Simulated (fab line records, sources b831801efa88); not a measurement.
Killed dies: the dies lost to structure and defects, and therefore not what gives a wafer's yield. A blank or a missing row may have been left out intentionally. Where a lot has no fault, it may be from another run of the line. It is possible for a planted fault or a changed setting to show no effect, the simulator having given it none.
Which tool was responsible?    flow sky130    12 lots, 36 wafers sampled, at 6 steps of a route of 708

WHAT THE GAUGES SHOWED, per wafer
SKY_LDD_N_TW_MEAS_17. Usual: LDD_N_TW gives 2579 (standard deviation 32).
lot   measured      on            LDD_N_TW        flag
L272  day 18 11:40  filmMetro-01  2611 2587 2600  
L275  day 19 16:52  filmMetro-01  2614 2596 2594  
L278  day 20 17:50  filmMetro-01  2611 2605 2618  
L279  day 21 12:25  filmMetro-01  2611 2605 2611  
L280  day 21 13:50  filmMetro-04  2577 2566 2565  
L281  day 21 18:26  filmMetro-03  2512 2517 2518  
L282  day 21 23:58  filmMetro-03  2524 2546 2547  
L284  day 22 18:23  filmMetro-04  2569 2566 2571  
L285  day 23 04:20  filmMetro-01  2613 2613 2617  
L286  day 23 10:13  filmMetro-03  2539 2539 2544  
L289  day 24 13:53  filmMetro-04  2560 2565 2571  
L294  day 26 04:08  filmMetro-03  2527 2538 2531  

SKY_LDD_P_CD_MEAS_07: the cd target is 380 nm. Usual: cdNm 379.9 nm, standard deviation 2.9.
lot   measured      on        cdNm (nm)          flag
L272  day 19 18:19  cdSem-02  379.0 379.5 378.9  
L275  day 20 23:28  cdSem-01  378.4 377.6 376.7  
L278  day 22 00:46  cdSem-01  381.5 381.0 382.9  
L279  day 22 18:40  cdSem-02  377.1 377.5 378.8  
L280  day 22 19:55  cdSem-02  379.8 378.3 377.6  
L281  day 22 23:59  cdSem-01  378.9 378.8 377.4  
L282  day 23 05:51  cdSem-01  376.6 376.3 375.8  
L284  day 24 01:01  cdSem-02  379.7 378.3 377.9  
L285  day 24 10:25  cdSem-02  376.5 379.4 377.3  
L286  day 24 17:00  cdSem-01  379.9 381.2 380.3  
L289  day 25 18:53  cdSem-01  379.8 381.7 378.9  
L294  day 27 09:34  cdSem-01  375.6 375.1 377.2  

SKY_POLY_CUT_CD_MEAS_08: the cd target is 270 nm. Usual: cdNm 269.9 nm, standard deviation 1.4.
lot   measured      on        cdNm (nm)          flag
L272  day 24 21:32  cdSem-02  268.5 267.6 268.1  
L275  day 26 03:52  cdSem-01  268.2 268.0 267.9  
L278  day 27 07:02  cdSem-01  268.8 268.7 268.9  
L279  day 27 22:04  cdSem-02  270.7 271.6 272.8  
L280  day 27 22:52  cdSem-01  269.4 269.1 269.5  
L281  day 28 03:02  cdSem-01  271.4 271.5 270.7  
L282  day 28 07:43  cdSem-01  269.3 269.5 269.1  
L284  day 29 02:02  cdSem-02  268.3 268.9 268.4  
L285  day 29 12:22  cdSem-01  270.7 270.3 270.4  
L286  day 29 16:42  cdSem-01  272.1 271.3 271.5  
L289  day 30 18:13  cdSem-01  271.2 271.5 270.6  
L294  day 32 04:37  cdSem-02  268.2 269.1 267.8  

SKY_SD_P_TW_MEAS_11. Usual: SD_P_TW gives 2820 (standard deviation 41).
lot   measured      on            SD_P_TW            flag
L272  day 26 03:12  filmMetro-01  2861 2858 2871     
L275  day 27 10:11  filmMetro-03  2775 2791 2777     
L278  day 28 12:29  filmMetro-01  2873 2871 2869     
L279  day 29 03:41  filmMetro-03  2790 2790 2780     
L280  day 29 04:14  filmMetro-02  2857 2849 2850     
L281  day 29 07:56  filmMetro-02  2854 2856 2848     
L282  day 29 13:10  filmMetro-03  2758 2774 2773     
L284  day 30 07:00  filmMetro-03  29 30 29 29 30 30  OFF
L285  day 30 17:14  filmMetro-03  29 30 30 29 29 29  OFF
L286  day 30 21:55  filmMetro-03  30 30 29 29 29 29  OFF
L289  day 31 22:08  filmMetro-03  2774 2770 2764     
L294  day 33 07:23  filmMetro-01  2868 2846 2859     

WHICH TOOL RAN EACH LOT (tool, then ch and the chambers of the sampled wafers, then the start)
lot   SKY_POLY_CUT_STRIP_12                SKY_SD_P_STRIP_10
L272  plasmaAsher-04 ch 0,1, day 24 21:44  plasmaAsher-02 ch 0,1, day 26 03:06
L275  plasmaAsher-03 ch 0,1, day 26 04:05  plasmaAsher-01 ch 0,1, day 27 10:04
L278  plasmaAsher-02 ch 0,1, day 27 07:17  plasmaAsher-04 ch 0,1, day 28 12:23
L279  plasmaAsher-04 ch 0,1, day 27 22:18  plasmaAsher-01 ch 0,1, day 29 03:35
L280  plasmaAsher-03 ch 0,1, day 27 23:05  plasmaAsher-01 ch 0,1, day 29 04:07
L281  plasmaAsher-02 ch 0,1, day 28 03:15  plasmaAsher-02 ch 0,1, day 29 07:49
L282  plasmaAsher-02 ch 0,1, day 28 07:57  plasmaAsher-04 ch 0,1, day 29 13:04
L284  plasmaAsher-04 ch 0,1, day 29 02:17  plasmaAsher-01 ch 0,1, day 30 06:54
L285  plasmaAsher-03 ch 0,1, day 29 12:35  plasmaAsher-01 ch 0, day 30 17:07
L286  plasmaAsher-02 ch 0,1, day 29 16:56  plasmaAsher-04 ch 0,1, day 30 21:49
L289  plasmaAsher-04 ch 0,1, day 30 18:26  plasmaAsher-02 ch 0,1, day 31 22:01
L294  plasmaAsher-03 ch 0,1, day 32 04:50  plasmaAsher-02 ch 0,1, day 33 07:16
- SKY_POLY_CUT_STRIP_12: strips in O2/N2.
- SKY_SD_P_STRIP_10: strips in O2/N2.

AS READ BY THE TOOLS THEMSELVES (means over the sampled wafers that have a number; for cases with no such wafer, the mark the record gives instead)
SKY_POLY_CUT_STRIP_12. Usual: chamberPressureMTorr 1499.8 mTorr, standard deviation 1.3; drypumpMotorCurrentA 5.9 A, standard deviation 0.3; n2FlowSccm 300.0 sccm, standard deviation 0.88; oesProductAu 0.453 a.u., standard deviation 0.0052; stripTimeToEndpointS 5.352 s, standard deviation 0.018.
lot   tool            chamberPressureMTorr (mTorr)  drypumpMotorCurrentA (A)  n2FlowSccm (sccm)  oesProductAu (a.u.)  stripTimeToEndpointS (s)  flag
L272  plasmaAsher-04  1499.6                        5.6                       300.4              0.456                5.357                     
L275  plasmaAsher-03  1501.2                        6.0                       299.7              0.446                5.350                     
L278  plasmaAsher-02  1499.1                        5.9                       301.0              0.452                5.362                     
L279  plasmaAsher-04  1499.6                        5.6                       300.7              0.453                5.358                     
L280  plasmaAsher-03  1499.7                        6.0                       300.6              0.448                5.357                     
L281  plasmaAsher-02  1500.6                        5.9                       300.3              0.449                5.332                     
L282  plasmaAsher-02  1499.7                        5.9                       299.9              0.450                5.360                     
L284  plasmaAsher-04  -                             -                         -                  -                    -                         OFF
L285  plasmaAsher-03  -                             -                         -                  -                    -                         OFF
L286  plasmaAsher-02  -                             -                         -                  -                    -                         OFF
L289  plasmaAsher-04  1498.7                        5.4                       300.4              0.452                5.362                     
L294  plasmaAsher-03  1499.0                        6.0                       300.4              0.459                5.369                     

SKY_SD_P_STRIP_10. Usual: chamberPressureMTorr 1500.1 mTorr, standard deviation 1.3; drypumpMotorCurrentA 5.7 A, standard deviation 0.44; n2FlowSccm 299.9 sccm, standard deviation 0.86; oesProductAu 0.616 a.u., standard deviation 0.0045; stripTimeToEndpointS 17.54 s, standard deviation 0.041.
lot   tool            chamberPressureMTorr (mTorr)  drypumpMotorCurrentA (A)  n2FlowSccm (sccm)  oesProductAu (a.u.)  stripTimeToEndpointS (s)  flag
L272  plasmaAsher-02  1500.3                        6.1                       299.6              0.619                17.54                     
L275  plasmaAsher-01  1498.3                        5.9                       300.0              0.615                17.50                     
L278  plasmaAsher-04  1500.8                        5.4                       299.2              0.615                17.61                     
L279  plasmaAsher-01  1499.5                        5.9                       300.4              0.617                17.57                     
L280  plasmaAsher-01  1500.1                        5.5                       299.4              0.615                17.53                     
L281  plasmaAsher-02  1501.5                        5.9                       300.2              0.614                17.54                     
L282  plasmaAsher-04  1500.9                        5.6                       299.7              0.614                17.53                     
L284  plasmaAsher-01  1500.6                        5.9                       300.2              0.574                22.92                     OFF
L285  plasmaAsher-01  1500.1                        6.3                       299.8              0.579                22.94                     OFF
L286  plasmaAsher-04  1499.5                        5.4                       298.6              0.575                22.88                     OFF
L289  plasmaAsher-02  1500.2                        6.1                       300.0              0.616                17.48                     
L294  plasmaAsher-02  1499.6                        6.1                       299.1              0.621                17.55                     

THE ANSWER, worked out from the rows above alone
Rule: lot off if the mean of its wafers having a number is beyond 3 standard deviations from the usual mean. A lot without any number at a reading at which 4 lots or more have one is off too. Any other lot the step has rows for is counted as sound. Order of review: gauges by route order, followed by the tools' own readings, for which a lot's mean as printed above is used. At the first step where some lot is off, the reading lying furthest off is the one used; lots without a number count as furthest.
Off: at SKY_SD_P_TW_MEAS_11 (SD_P_TW), L284, L285, L286.
A tool fits if, at a process step before that reading, it ran every lot that is off, and no sound lot after the first of them. The gauges at SKY_SD_P_TW_MEAS_11 aren't tried: what is off there is off at SKY_POLY_CUT_STRIP_12 too, on other tools, and a gauge's error can't cause that. No candidate that was tried fits.

WHAT THE SIMULATOR HAD INSERTED
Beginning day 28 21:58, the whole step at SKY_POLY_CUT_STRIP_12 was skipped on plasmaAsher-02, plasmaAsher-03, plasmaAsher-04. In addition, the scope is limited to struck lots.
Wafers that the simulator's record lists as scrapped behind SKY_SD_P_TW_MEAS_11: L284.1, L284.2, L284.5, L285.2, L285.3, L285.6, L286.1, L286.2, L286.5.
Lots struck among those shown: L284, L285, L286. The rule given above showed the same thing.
